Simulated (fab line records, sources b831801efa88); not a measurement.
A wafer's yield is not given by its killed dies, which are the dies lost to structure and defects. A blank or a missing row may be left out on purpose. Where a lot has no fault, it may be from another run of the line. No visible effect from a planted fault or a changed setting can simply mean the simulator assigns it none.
fab line records	flow sky130
[record] lots = 5	wafers = 15	last-day = 50
route steps=708 shown LI_CONTACT@375 LOCAL_INTERCONNECT@387 PAD_OPEN@708
lots with no fault: from the same line, run without faults
start-h: hours from the record's opening day to when the first of the lot's shown wafers began	wait-h: hours since the lot's step before	" identical to the entry in the row above	L1.1+2: one row covering several wafers at once	- no value, or no start given	* or withheld: withheld	< > ~ a bound
route shown NAME@n: a module of which the file shows steps, and the number in the route of the first	usual: mean/standard deviation taken from wafers without a fault	same: alike in all rows	chamber/n: place in a boat	sites: each site's reading	_std_site: their standard deviation	_edge_site: inner sites' mean taken away from outer sites' mean	radius-mm: how far each site lies from the wafer's centre	mask NAME#n: copy n	behind: tool/chamber where the wafer was last shaped	hold: cause of the lot's hold/its duration in hours/its outcome	device: the transistor (n, p or np) that didn't switch	end of line: tests of these same wafers at the route's end	a step without rows: its recipe alone	killed: at the first sort, the dies lost to defects and structure; wafer yield is something else	map: the dies of a wafer, with x for killed, . for not killed, _ for no die there
set.NAME: the run value of the setting; set.NAME@STEP: its run value at that earlier step	model.NAME: the simulator's own value behind a step, which no gauge read
a table for each step, a row for each wafer; lots at some steps of the route
services: from which hour (start-h, from the record's first day; less than 0 if before it) a tool's chamber was out of use, for how many hours, and why
[[steps]]
[step SKY_LI_CONTACT_OVL_MEAS_13]
[usual] LI_CONTACT_OVL = -1/4.6
lot.wafer	tool	chamber	start-h	wait-h	LI_CONTACT_OVL[nm]
L233.2	overlay-02	-	712.16	0.1	1
L233.3	"	-	"	"	-1
L233.4	"	-	"	"	1
L240.1	overlay-02	-	763.11	0.1	-3
L240.3	"	-	"	"	1
L240.4	"	-	"	"	-5
L242.2	overlay-02	-	777.11	0.1	-1
L242.4	"	-	"	"	-1
L242.5	"	-	"	"	-1
L243.1	overlay-01	-	777.95	0.1	3
L243.5	"	-	"	"	1
L243.6	"	-	"	"	6
L252.1	overlay-01	-	860.41	0.1	-5
L252.2	"	-	"	"	-7
L252.3	"	-	"	"	-5
[step SKY_LI_CONTACT_ETCH_14]
[recipe] chemistry = N2/H2	target = BARC	ion-energy-ev = 200	source-w = 500	bias-w = 100	pressure-mtorr = 30	n2-flow-sccm = 100	h2-flow-sccm = 200	stop-on = SiO2	time-s = 45.9	target-depth-a = 600
[step SKY_LI_CONTACT_ETCH_15]
[recipe] target = PSG	chemistry = C4F8/O2/Ar	stop-on = Si	taper-deg = 4.15	mask-material = KrF-thick	source-w = 1500	bias-w = 1200	pressure-mtorr = 40	c4f8-flow-sccm = withheld	O2_flow_sccm = 6	Ar_flow_sccm = 300	time-s = withheld	target-depth-a = 6000
[step SKY_LI_CONTACT_STRIP_16]
[recipe] chemistry = O2/N2	power-w = 1400	pressure-mtorr = 1500	platen-temp-c = withheld	o2-flow-sccm = 3000	n2-flow-sccm = 300	overash-fraction = 0.5
[usual] drypump-motor-current-A = 5.8/0.35	oes-product-au = 0.375/0.0046	strip-time-to-endpoint-s = 3.492/0.02
lot.wafer	tool	chamber	start-h	wait-h	drypump-motor-current-A	oes-product-au	rf-hours-counter-h	strip-time-to-endpoint-s
L233.2	plasma-asher-01	1	712.32	-	5.7	0.370	87	3.502
L233.3	"	0	"	"	6.1	0.377	-	3.494
L233.4	"	1	"	"	5.7	0.371	-	3.524
L240.1	plasma-asher-01	1	763.27	-	5.7	0.367	92	3.484
L240.3	"	0	"	"	6.1	0.373	-	3.425
L240.4	"	1	"	"	5.7	0.385	-	3.500
L242.2	plasma-asher-04	1	777.27	-	5.8	0.378	65	3.492
L242.4	"	0	"	"	6.3	0.373	-	3.491
L242.5	"	1	"	"	5.8	0.367	-	3.507
L243.1	plasma-asher-04	1	778.12	-	5.8	0.377	66	3.482
L243.5	"	0	"	"	6.3	0.375	-	3.470
L243.6	"	1	"	"	5.8	0.371	-	3.496
L252.1	plasma-asher-01	1	860.57	-	5.7	0.376	102	3.467
L252.2	"	0	"	"	6.1	0.370	102	3.487
L252.3	"	0	"	"	6.1	0.373	-	3.467
[step SKY_LI_CONTACT_CLEAN_17]
[recipe] chemistry = NMP	time-s = 600	temp-c = 60	dry = n2-spin
[step SKY_LI_CONTACT_PRE_CLEAN_18]
[recipe] gas = Ar	time-s = 5.6	bias-v = 358
[step SKY_LI_CONTACT_SPUTTER_19]
[recipe] material = Ti	target-thk-nm = 20	chamber-pressure-pa = 5	power-w = 2500	substrate-temp-c = 200	time-s = 106.37
[usual] throttle-valve-pct = 30.1/1.1
[same] time-s = 106.37
lot.wafer	tool	chamber	start-h	wait-h	throttle-valve-pct
L233.2	pvd-sputter-01	-	712.62	0.0	30.3
L233.3	"	-	"	"	31.6
L233.4	"	-	"	"	31.3
L240.1	pvd-sputter-04	-	763.57	0.0	31.0
L240.3	"	-	"	"	29.5
L240.4	"	-	"	"	28.3
L242.2	pvd-sputter-01	-	777.57	0.0	31.4
L242.4	"	-	"	"	30.6
L242.5	"	-	"	"	30.1
L243.1	pvd-sputter-01	-	778.43	0.0	30.1
L243.5	"	-	"	"	30.2
L243.6	"	-	"	"	30.0
L252.1	pvd-sputter-04	-	860.88	0.0	30.8
L252.2	"	-	"	"	30.6
L252.3	"	-	"	"	28.3
[step SKY_LI_CONTACT_SPUTTER_20]
[recipe] material = TiN	target-thk-nm = 20	chamber-pressure-pa = 5	power-w = 4000	time-s = 80
[step SKY_LI_CONTACT_CVD_21]
[recipe] material = W	target-thk-nm = 400	time-s = 120.56	temp-c = 403.9	pressure-torr = 40
[usual] heater-power-w = 836/56
[same] time-s = 120.56
lot.wafer	tool	chamber	start-h	wait-h	heater-power-w
L233.2	cvd-w-02	0	712.77	0.0	806
L233.3	"	1	"	"	879
L233.4	"	0	"	"	793
L240.1	cvd-w-02	1	763.70	0.0	861
L240.3	"	1	"	"	861
L240.4	"	0	"	"	803
L242.2	cvd-w-01	1	777.70	0.0	915
L242.4	"	1	"	"	916
L242.5	"	1	"	"	886
L243.1	cvd-w-02	0	778.56	0.0	813
L243.5	"	0	"	"	773
L243.6	"	1	"	"	871
L252.1	cvd-w-02	1	861.03	0.0	893
L252.2	"	0	"	"	817
L252.3	"	1	"	"	879
[step SKY_LI_CONTACT_RS_MEAS_22]
[recipe] thk-meas-gauge = four-point-probe	reads = W_of_LI_CONTACT_CVD_21+TiN_of_LI_CONTACT_SPUTTER_20+Ti_of_LI_CONTACT_SPUTTER_19
[usual] LI_CONTACT_W_RS = 0.2668/0.0025
lot.wafer	tool	chamber	start-h	wait-h	LI_CONTACT_W_RS[ohm/sq]
L233.2	film-metro-03	-	712.92	0.1	0.2662
L233.3	"	-	"	"	0.2683
L233.4	"	-	"	"	0.2650
L240.1	film-metro-01	-	763.83	0.1	0.2669
L240.3	"	-	"	"	0.2709
L240.4	"	-	"	"	0.2680
L242.2	film-metro-02	-	777.85	0.1	0.2694
L242.4	"	-	"	"	0.2680
L242.5	"	-	"	"	0.2657
L243.1	film-metro-02	-	778.69	0.1	0.2673
L243.5	"	-	"	"	0.2710
L243.6	"	-	"	"	0.2712
L252.1	film-metro-03	-	861.16	0.1	0.2694
L252.2	"	-	"	"	0.2648
L252.3	"	-	"	"	0.2676
[step SKY_LI_CONTACT_THK_MEAS_23]
[recipe] thk-meas-gauge = xrf	reads = W_of_LI_CONTACT_CVD_21
[usual] LI_CONTACT_W_THK = 398/4.8
lot.wafer	tool	chamber	start-h	wait-h	LI_CONTACT_W_THK[nm]
L233.2	film-metro-03	-	713.03	0.1	406
L233.3	"	-	"	"	403
L233.4	"	-	"	"	407
L240.1	film-metro-01	-	763.95	0.1	399
L240.3	"	-	"	"	396
L240.4	"	-	"	"	401
L242.2	film-metro-02	-	777.96	0.1	395
L242.4	"	-	"	"	397
L242.5	"	-	"	"	399
L243.1	film-metro-02	-	778.81	0.1	398
L243.5	"	-	"	"	393
L243.6	"	-	"	"	390
L252.1	film-metro-03	-	861.28	0.1	398
L252.2	"	-	"	"	401
L252.3	"	-	"	"	400
[step SKY_LI_CONTACT_CMP_24]
[recipe] stop-on = PSG	t-overpolish-s = 20	down-force-psi = 3.5	platen-rpm = 60	target-thk-nm = 0	pad-velocity-m-s = 0.94248
[usual] motor-current-A = 10.4/0.95	overpolish-run-s = 20.000/0.0095	retaining-ring-pressure-frac = 1.000/0.005	slurry-filter-dp-kPa = 13.50/0.14	time-to-endpoint-s = 103/3.6
lot.wafer	tool	chamber	start-h	wait-h	motor-current-A	overpolish-run-s	retaining-ring-pressure-frac	slurry-filter-dp-kPa	time-to-endpoint-s
L233.2	cmp-01	0	713.13	0.1	9.9	19.996	0.994	13.42	107
L233.3	"	1	"	"	9.0	20.003	1.005	13.74	100
L233.4	"	2	"	"	10.9	19.998	0.994	13.63	102
L240.4	cmp-02	3	764.01	0.0	12.1	19.997	0.990	13.22	101
L240.3	"	1	"	"	9.8	19.987	1.000	13.28	103
L240.1	"	2	"	"	10.2	19.981	0.998	13.34	107
L242.4	cmp-02	1	778.01	0.0	9.7	20.025	1.001	13.40	105
L242.2	"	2	"	"	10.5	19.989	0.996	13.32	105
L242.5	"	2	"	"	10.6	19.997	0.998	13.42	107
L243.1	cmp-01	0	778.92	0.1	10.1	20.006	1.006	13.36	106
L243.6	"	3	"	"	10.5	19.991	1.006	13.58	106
L243.5	"	0	"	"	10.2	20.020	1.008	13.47	104
L252.1	cmp-01	2	862.00	0.7	10.8	19.995	1.004	13.52	99
L252.2	"	0	"	"	10.3	20.003	0.990	13.62	101
L252.3	"	1	"	"	9.8	20.008	0.999	13.57	104
[step SKY_LOCAL_INTERCONNECT_SPUTTER_00]
[recipe] material = TiN	target-thk-nm = 100	temp-c = 300	power-w = 6500	time-s = 83.3	chamber-pressure-pa = 0.4
[usual] throttle-valve-pct = 30.0/1.5
lot.wafer	tool	chamber	start-h	wait-h	throttle-valve-pct	model.TiN_of_LOCAL_INTERCONNECT_SPUTTER_00.thk-nm
L233.2	pvd-sputter-03	-	713.38	0.2	32.1	100.2
L233.3	"	-	"	"	29.9	100.3
L233.4	"	-	"	"	28.3	101.1
L240.1	pvd-sputter-02	-	764.31	0.1	29.6	100.2
L240.3	"	-	"	"	30.3	100.7
L240.4	"	-	"	"	28.7	100.8
L242.2	pvd-sputter-02	-	778.31	0.2	28.6	99.36
L242.4	"	-	"	"	30.5	38.88
L242.5	"	-	"	"	32.8	99.38
L243.1	pvd-sputter-03	-	779.17	0.2	28.2	102.1
L243.5	"	-	"	"	29.7	101.9
L243.6	"	-	"	"	28.4	102
L252.1	pvd-sputter-01	-	862.30	0.2	30.4	101.1
L252.2	"	-	"	"	30.4	100.9
L252.3	"	-	"	"	30.0	101.2
[step SKY_LOCAL_INTERCONNECT_RS_MEAS_01]
[recipe] thk-meas-gauge = four-point-probe	reads = TiN_of_LOCAL_INTERCONNECT_SPUTTER_00
[usual] LOCAL_INTERCONNECT_TIN_RS = 14.09/0.14
lot.wafer	tool	chamber	start-h	wait-h	LOCAL_INTERCONNECT_TIN_RS[ohm/sq]
L233.2	film-metro-03	-	713.46	0.1	14.11
L233.3	"	-	"	"	14.12
L233.4	"	-	"	"	14.00
L240.1	film-metro-02	-	764.37	0.0	14.12
L240.3	"	-	"	"	14.05
L240.4	"	-	"	"	14.02
L242.2	film-metro-04	-	778.39	0.1	14.23
L242.4	"	-	"	"	39.07
L242.5	"	-	"	"	14.24
L243.1	film-metro-04	-	779.23	0.0	13.83
L243.5	"	-	"	"	13.88
L243.6	"	-	"	"	13.87
L252.1	film-metro-03	-	862.36	0.0	14.00
L252.2	"	-	"	"	14.03
L252.3	"	-	"	"	13.97
[step SKY_LOCAL_INTERCONNECT_THK_MEAS_02]
[recipe] thk-meas-gauge = xrf	reads = TiN_of_LOCAL_INTERCONNECT_SPUTTER_00
[usual] LOCAL_INTERCONNECT_TIN_THK = 98.4/1.1
lot.wafer	tool	chamber	start-h	wait-h	LOCAL_INTERCONNECT_TIN_THK[nm]
L233.2	film-metro-03	-	713.57	0.1	98.7
L233.3	"	-	"	"	98.7
L233.4	"	-	"	"	99.8
L240.1	film-metro-02	-	764.49	0.1	97.6
L240.3	"	-	"	"	98.2
L240.4	"	-	"	"	98.4
L242.2	film-metro-04	-	778.50	0.1	98.1
L242.4	"	-	"	"	38.4
L242.5	"	-	"	"	98.3
L243.1	film-metro-04	-	779.35	0.1	100.7
L243.5	"	-	"	"	100.2
L243.6	"	-	"	"	100.6
L252.1	film-metro-03	-	862.48	0.1	99.3
L252.2	"	-	"	"	98.7
L252.3	"	-	"	"	99.4
[step SKY_LOCAL_INTERCONNECT_DEHYDRATE_03]
[recipe] temp-c = 200	time-s = 60
[step SKY_LOCAL_INTERCONNECT_HMDS_04]
[recipe] prime-time-s = 60	prime-temp-c = 120
[step SKY_LOCAL_INTERCONNECT_COAT_05]
[recipe] resist = BARC	temp-c = withheld	time-s = withheld	spin-rpm = 3000	resist-thk-nm = 60
[step SKY_LOCAL_INTERCONNECT_COAT_06]
[recipe] resist = KrF-thick	spin-rpm = 3000	resist-thk-nm = 450
[step SKY_LOCAL_INTERCONNECT_SOFTBAKE_07]
[recipe] temp-c = 100	time-s = 90	resist = KrF-thick
[step SKY_LOCAL_INTERCONNECT_EXPOSE_08]
[recipe] mask-id = LI1M	na = 0.8	source-shape = annular	sigma-inner = 0.55	sigma-outer = 0.85	target-cd-nm = 170	dose-mj = 28
[step SKY_LOCAL_INTERCONNECT_PEB_09]
[recipe] peb-temp-c = withheld	peb-time-s = withheld	resist = KrF-thick
[step SKY_LOCAL_INTERCONNECT_DEVELOP_10]
[recipe] develop-time-s = 60	resist = KrF-thick	dev-temp-c = 19.81
[step SKY_LOCAL_INTERCONNECT_CD_MEAS_11]
[recipe] target-cd-nm = 170
[usual] cd-nm = 170.3/1.3
lot.wafer	tool	chamber	start-h	wait-h	cd-nm
L233.2	cd-sem-01	-	737.70	-	169.3
L233.3	"	-	"	"	169.0
L233.4	"	-	"	"	170.2
L240.1	cd-sem-01	-	791.14	-	168.9
L240.3	"	-	"	"	169.6
L240.4	"	-	"	"	168.6
L242.2	cd-sem-02	-	804.47	-	171.5
L242.4	"	-	"	"	172.1
L242.5	"	-	"	"	171.4
L243.1	cd-sem-01	-	804.56	-	169.8
L243.5	"	-	"	"	171.0
L243.6	"	-	"	"	170.9
L252.1	cd-sem-02	-	889.25	-	170.9
L252.2	"	-	"	"	171.2
L252.3	"	-	"	"	172.3
[step SKY_LOCAL_INTERCONNECT_OVL_MEAS_12]
[usual] LOCAL_INTERCONNECT_OVL = 1/5.4
lot.wafer	tool	chamber	start-h	wait-h	LOCAL_INTERCONNECT_OVL[nm]
L233.2	overlay-01	-	737.81	0.1	-1
L233.3	"	-	"	"	-1
L233.4	"	-	"	"	4
L240.1	overlay-01	-	791.26	0.1	10
L240.3	"	-	"	"	8
L240.4	"	-	"	"	0
L242.2	overlay-02	-	804.57	0.1	0
L242.4	"	-	"	"	-4
L242.5	"	-	"	"	-6
L243.1	overlay-01	-	804.68	0.1	3
L243.5	"	-	"	"	4
L243.6	"	-	"	"	0
L252.1	overlay-02	-	889.37	0.1	-2
L252.2	"	-	"	"	4
L252.3	"	-	"	"	2
[step SKY_LOCAL_INTERCONNECT_ETCH_13]
[recipe] chemistry = N2/H2	target = BARC	ion-energy-ev = 200	bias-w = 100	pressure-mtorr = 30	n2-flow-sccm = 100	h2-flow-sccm = 200	icp-w = 500	stop-on = SiO2	time-s = 45.9	target-depth-a = 600
[usual] drypump-motor-current-A = 5.5/0.55	oes-product-au = 0.855/0.0046	throttle-valve-pct = 13.225/0.0098
[same] time-s = 45.9
lot.wafer	tool	chamber	start-h	wait-h	drypump-motor-current-A	oes-product-au	rf-hours-counter-h	throttle-valve-pct
L233.2	rie-metal-01	1	737.84	0.0	5.8	0.846	3	13.225
L233.3	"	0	"	"	5.1	0.857	-	13.233
L233.4	"	1	"	"	5.8	0.850	-	13.216
L240.1	rie-metal-01	1	791.30	0.0	5.8	0.857	6	13.220
L240.3	"	1	"	"	5.8	0.847	-	13.233
L240.4	"	1	"	"	5.8	0.848	-	13.235
L242.2	rie-metal-03	0	804.60	0.0	6.4	0.856	17	13.224
L242.4	"	1	"	"	4.7	0.853	-	13.232
L242.5	"	0	"	"	6.4	0.859	-	13.220
L243.1	rie-metal-01	0	804.71	0.0	5.1	0.851	0	13.231
L243.5	"	0	"	"	5.1	0.855	-	13.233
L243.6	"	1	"	"	5.8	0.854	-	13.233
L252.1	rie-metal-04	1	889.40	0.0	5.2	0.848	2	13.230
L252.2	"	0	"	"	5.9	0.853	1	13.227
L252.3	"	0	"	"	5.8	0.852	-	13.226
[step SKY_LOCAL_INTERCONNECT_METAL_ETCH_14]
[recipe] target-depth-nm = 110	stop-on = PSG	chemistry = Cl2/BCl3	target = TiN	resist-sidewall-deg = 88	pressure-mtorr = 10	icp-w = 900	bias-w = 48.5	Cl2_flow_sccm = 60	bcl3-flow-sccm = 30	time-s = 31.4
[usual] drypump-motor-current-A = 5.5/0.56	oes-product-au = 0.942/0.0072	throttle-valve-pct = 21.899/0.01
[same] time-s = 31.4
lot.wafer	tool	chamber	start-h	wait-h	drypump-motor-current-A	oes-product-au	rf-hours-counter-h	throttle-valve-pct
L233.2	rie-metal-01	1	737.90	0.0	5.8	0.943	3	21.890
L233.3	"	0	"	"	5.1	0.944	-	21.896
L233.4	"	1	"	"	5.7	0.942	-	21.893
L240.1	rie-metal-01	1	791.42	0.1	5.8	0.942	6	21.894
L240.3	"	1	"	"	5.8	0.949	-	21.885
L240.4	"	1	"	"	5.8	0.943	-	21.899
L242.2	rie-metal-03	0	804.67	0.0	6.4	0.936	17	21.897
L242.4	"	1	"	"	4.7	0.597	-	22.132
L242.5	"	0	"	"	6.4	0.943	-	21.892
L243.1	rie-metal-01	0	804.78	0.0	5.1	0.947	0	21.888
L243.5	"	0	"	"	5.1	0.956	-	21.892
L243.6	"	1	"	"	5.8	0.949	-	21.881
L252.1	rie-metal-04	1	889.47	0.0	5.2	0.946	2	21.905
L252.2	"	0	"	"	5.9	0.943	1	21.892
L252.3	"	0	"	"	5.9	0.949	-	21.895
[step SKY_LOCAL_INTERCONNECT_STRIP_15]
[recipe] chemistry = O2/N2	power-w = 1400	pressure-mtorr = 1500	platen-temp-c = withheld	o2-flow-sccm = 3000	n2-flow-sccm = 300	overash-fraction = 0.5
[step SKY_LOCAL_INTERCONNECT_STRIP_16]
[recipe] chemistry = post-etch-residue-remover	time-s = 1200	temp-c = 72.5
[same] time-s = 1200
lot.wafer	tool	chamber	start-h	wait-h	model.TiN_of_LOCAL_INTERCONNECT_SPUTTER_00.thk-nm
L233.2	wet-bench-02	0	738.05	0.1	99.78
L233.3	"	0	"	"	99.88
L233.4	"	0	"	"	100.7
L240.1	wet-bench-03	1	791.62	0.1	99.82
L240.3	"	1	"	"	100.3
L240.4	"	1	"	"	100.4
L242.2	wet-bench-04	2	804.82	0.1	98.95
L242.4	"	2	"	"	38.46
L242.5	"	2	"	"	98.97
L243.1	wet-bench-03	1	804.93	0.1	101.7
L243.5	"	1	"	"	101.5
L243.6	"	1	"	"	101.6
L252.1	wet-bench-03	0	889.62	0.1	100.6
L252.2	"	0	"	"	100.4
L252.3	"	0	"	"	100.7
[step SKY_LOCAL_INTERCONNECT_CLEAN_17]
[recipe] chemistry = IPA	time-s = 180	temp-c = 25
[step SKY_PAD_OPEN_PROBE_99]
[usual] killed_at_M0_to_M3 = 43/7.3	killed_at_M4_up = 3.1/1.7	killed-at-contacts = 24/4.7	killed-at-front-end = 15/4.6	killed-at-other = 0.3/0.55	killed-dies = 86/9.7	killed-open = 47/6.7	killed-short = 39/6.5
[same] gross-dies = 492	killed-at-back-side = 0
lot.wafer	tool	chamber	start-h	wait-h	killed_at_M0_to_M3	killed_at_M4_up	killed-at-contacts	killed-at-front-end	killed-at-other	killed-dies	killed-open	killed-short	model.etest.res-li.line-ohm-um	model.etest.res-li.rs-ohm-sq	model.etest.mcon-chain.rc-ohm
L233.2	prober-02	-	1099.42	0.1	43	3	27	16	0	89	53	36	75.68	12.86	16.53
L233.3	prober-02	-	1099.47	0.2	38	1	28	20	0	87	46	41	76.28	12.83	16.65
L233.4	prober-02	-	1099.52	0.2	43	1	16	14	0	74	43	31	74.73	12.78	16.77
L240.1	prober-02	-	1137.20	0.1	44	2	19	13	2	80	40	40	76.36	12.81	16.73
L240.3	prober-02	-	1137.30	0.2	42	3	25	12	0	82	45	37	75.61	12.6	16.34
L240.4	prober-02	-	1137.35	0.2	42	3	16	12	1	74	37	37	75.61	12.72	16.12
L242.2	prober-01	-	1145.65	0.1	42	4	23	15	0	84	41	43	75.64	12.84	16.8
L242.4	prober-01	-	1145.75	0.2	45	6	23	15	0	89	46	43	192.8	33.01	25.46
L242.5	prober-01	-	1145.80	0.2	42	6	27	13	0	88	39	49	74.78	12.87	15.82
L243.1	prober-01	-	1147.92	0.1	43	2	23	15	0	83	42	41	74.19	12.5	16.71
L243.5	prober-01	-	1148.12	0.2	52	4	24	19	0	99	46	53	73.86	12.57	16.18
L243.6	prober-01	-	1148.17	0.2	32	0	23	20	0	75	41	34	74.47	12.53	16.97
L252.1	prober-02	-	1202.80	0.1	29	4	27	13	0	73	46	27	74.54	12.69	17.17
L252.2	prober-02	-	1202.85	0.1	53	0	26	17	1	97	49	48	74.23	12.71	16.91
L252.3	prober-02	-	1202.90	0.2	51	3	23	14	0	91	47	44	73.62	12.64	16.37
// killed by level:class
L233.2 VIA1:geometric-particle:open=14 LI_CONTACT:geometric-particle:open=8 CONTACT:geometric-particle:open=8 VIA2:geometric-particle:open=8 FIELD_ISO:geometric-particle:open=6 LOCAL_INTERCONNECT:geometric-particle:short=6 VIA1:geometric-particle:short=6 METAL1:geometric-particle:short=4
L233.3 CONTACT:geometric-particle:open=10 VIA1:geometric-particle:open=7 LI_CONTACT:geometric-particle:open=6 FIELD_ISO:geometric-particle:open=5 POLY_GATE:geometric-particle:short=5 VIA1:geometric-particle:short=5 METAL2:geometric-particle:short=5 METAL1:geometric-particle:short=5
L233.4 VIA3:geometric-particle:open=7 VIA1:geometric-particle:open=7 VIA2:geometric-particle:open=6 METAL2:geometric-particle:short=6 LI_CONTACT:geometric-particle:open=5 METAL1:geometric-particle:open=5 METAL1:geometric-particle:short=4 CONTACT:geometric-particle:short=4
L240.1 METAL2:geometric-particle:short=10 LI_CONTACT:geometric-particle:open=7 VIA1:geometric-particle:open=7 CONTACT:geometric-particle:open=6 METAL1:geometric-particle:short=6 VIA1:geometric-particle:short=6 POLY_GATE:geometric-particle:open=5 VIA3:geometric-particle:open=5
L240.3 CONTACT:geometric-particle:open=8 VIA1:geometric-particle:open=8 LI_CONTACT:geometric-particle:open=6 METAL2:geometric-particle:short=6 VIA2:geometric-particle:open=6 FIELD_ISO:geometric-particle:short=5 VIA3:geometric-particle:open=5 METAL3:geometric-particle:short=5
L240.4 VIA1:geometric-particle:open=7 FIELD_ISO:geometric-particle:short=6 METAL1:geometric-particle:short=6 VIA3:geometric-particle:open=5 CONTACT:geometric-particle:open=5 VIA1:geometric-particle:short=5 VIA2:geometric-particle:open=5 LI_CONTACT:geometric-particle:open=4
L242.2 LOCAL_INTERCONNECT:geometric-particle:short=9 VIA1:geometric-particle:open=9 VIA2:geometric-particle:open=6 VIA1:geometric-particle:short=5 METAL2:geometric-particle:short=5 LI_CONTACT:geometric-particle:open=5 VIA3:geometric-particle:open=5 METAL3:geometric-particle:short=5
L242.4 VIA1:geometric-particle:open=10 LI_CONTACT:geometric-particle:open=8 METAL1:geometric-particle:short=8 POLY_GATE:geometric-particle:open=7 VIA3:geometric-particle:open=6 CONTACT:geometric-particle:open=5 VIA1:geometric-particle:short=5 LOCAL_INTERCONNECT:geometric-particle:short=4
L242.5 VIA1:geometric-particle:open=13 METAL1:geometric-particle:short=8 CONTACT:geometric-particle:short=7 FIELD_ISO:geometric-particle:short=6 LI_CONTACT:geometric-particle:open=6 LOCAL_INTERCONNECT:geometric-particle:short=6 POLY_GATE:geometric-particle:short=5 CONTACT:geometric-particle:open=5
L243.1 VIA1:geometric-particle:open=9 LI_CONTACT:geometric-particle:open=8 VIA2:geometric-particle:short=8 CONTACT:geometric-particle:short=6 METAL2:geometric-particle:short=6 VIA2:geometric-particle:open=6 FIELD_ISO:geometric-particle:open=5 VIA3:geometric-particle:open=5
L243.5 LI_CONTACT:geometric-particle:open=9 VIA1:geometric-particle:open=8 METAL2:geometric-particle:short=8 VIA3:geometric-particle:open=7 FIELD_ISO:geometric-particle:short=6 LOCAL_INTERCONNECT:geometric-particle:short=6 POLY_GATE:geometric-particle:short=5 VIA1:geometric-particle:short=5
L243.6 VIA1:geometric-particle:open=9 LI_CONTACT:geometric-particle:open=8 CONTACT:geometric-particle:open=7 POLY_GATE:geometric-particle:short=6 POLY_GATE:geometric-particle:open=5 CONTACT:geometric-particle:short=5 METAL2:geometric-particle:short=5 VIA2:geometric-particle:short=4
L252.1 CONTACT:geometric-particle:open=14 VIA2:geometric-particle:open=9 LI_CONTACT:geometric-particle:open=5 VIA1:geometric-particle:open=5 FIELD_ISO:geometric-particle:short=4 METAL1:geometric-particle:open=4 METAL4:geometric-particle:short=4 FIELD_ISO:geometric-particle:open=3
L252.2 METAL2:geometric-particle:short=11 CONTACT:geometric-particle:open=9 VIA1:geometric-particle:open=9 VIA2:geometric-particle:open=8 VIA3:geometric-particle:open=8 SPACER:geometric-particle:short=6 LI_CONTACT:geometric-particle:open=6 POLY_GATE:geometric-particle:open=5
L252.3 VIA1:geometric-particle:open=14 CONTACT:geometric-particle:open=9 METAL2:geometric-particle:short=8 FIELD_ISO:geometric-particle:open=7 METAL1:geometric-particle:short=7 VIA2:geometric-particle:open=7 LI_CONTACT:geometric-particle:short=5 LI_CONTACT:geometric-particle:open=5
[[services]]
tool	chamber	start-h	hours	kind
pvd-sputter-04	-	694.46	19.4	repair
cmp-01	-	697.11	1.5	repair
cvd-w-02	-	711.13	1.3	repair
pvd-sputter-04	-	716.66	2.2	repair
cmp-01	-	719.52	5.9	pm
plasma-asher-04	-	739.09	2.0	repair
cmp-01	-	747.79	4.0	pm
plasma-asher-01	-	749.83	0.6	repair
cmp-01	-	772.04	1.5	repair
rie-metal-03	1	786.18	8.1	repair
cvd-w-02	-	819.55	0.5	repair
cmp-02	-	821.57	5.7	pm
plasma-asher-01	-	823.15	2.8	pm
cmp-02	-	827.78	5.6	repair
cmp-02	-	833.09	1.8	repair
rie-metal-01	0	835.39	2.6	repair
rie-metal-03	1	846.14	26.1	repair
rie-metal-03	-	846.47	2.8	pm
pvd-sputter-01	-	850.27	3.7	repair
cmp-02	-	856.40	9.6	pm
rie-metal-04	1	856.74	4.2	repair
rie-metal-03	0	872.64	5.9	repair
pvd-sputter-04	-	882.14	4.5	repair
cmp-01	-	888.45	1.7	repair
[[key]]
[first-sign] step = SKY_LOCAL_INTERCONNECT_RS_MEAS_01	reading = LOCAL_INTERCONNECT_TIN_RS	direction = up	sigmas = 99+	usual = 14.09	struck = 39.07
[effect] step = SKY_LOCAL_INTERCONNECT_THK_MEAS_02	reading = LOCAL_INTERCONNECT_TIN_THK	direction = down	sigmas = 57	usual = 98.4	struck = 38.4
[effect] step = SKY_LOCAL_INTERCONNECT_METAL_ETCH_14	reading = oes-product-au	direction = down	sigmas = 48	usual = 0.942	struck = 0.597
[model-effect] step = SKY_LOCAL_INTERCONNECT_SPUTTER_00	value = TiN_of_LOCAL_INTERCONNECT_SPUTTER_00.thk-nm	without = 99.65	struck = 38.88
[model-effect] step = SKY_LOCAL_INTERCONNECT_STRIP_16	value = TiN_of_LOCAL_INTERCONNECT_SPUTTER_00.thk-nm	without = 99.24	struck = 38.46
[model-effect] step = SKY_PAD_OPEN_PROBE_99	value = etest.res-li.line-ohm-um	without = 74.92	struck = 192.8
met-at SKY_LOCAL_INTERCONNECT_SPUTTER_00
struck-wafers L242.4
tester-left-out L242
onset-between 764.31 778.31
[fault] kind = process-parameter-drift	tool = pvd-sputter-02	chamber = -	onset-h = 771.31	steps = SKY_LOCAL_INTERCONNECT_SPUTTER_00	channel = time-s	offset = *	shape = step	end-h = 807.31	acts-in = *	stated = *	scope = struck-wafers-only
// tester-left-out: of these lots the tester's yield and bins aren't shown, on N5 and GAA mostly nor the transistor test; their killed dies are dies lost to structure and defects alone, not to doping, threshold or leakage, so they don't give the yield
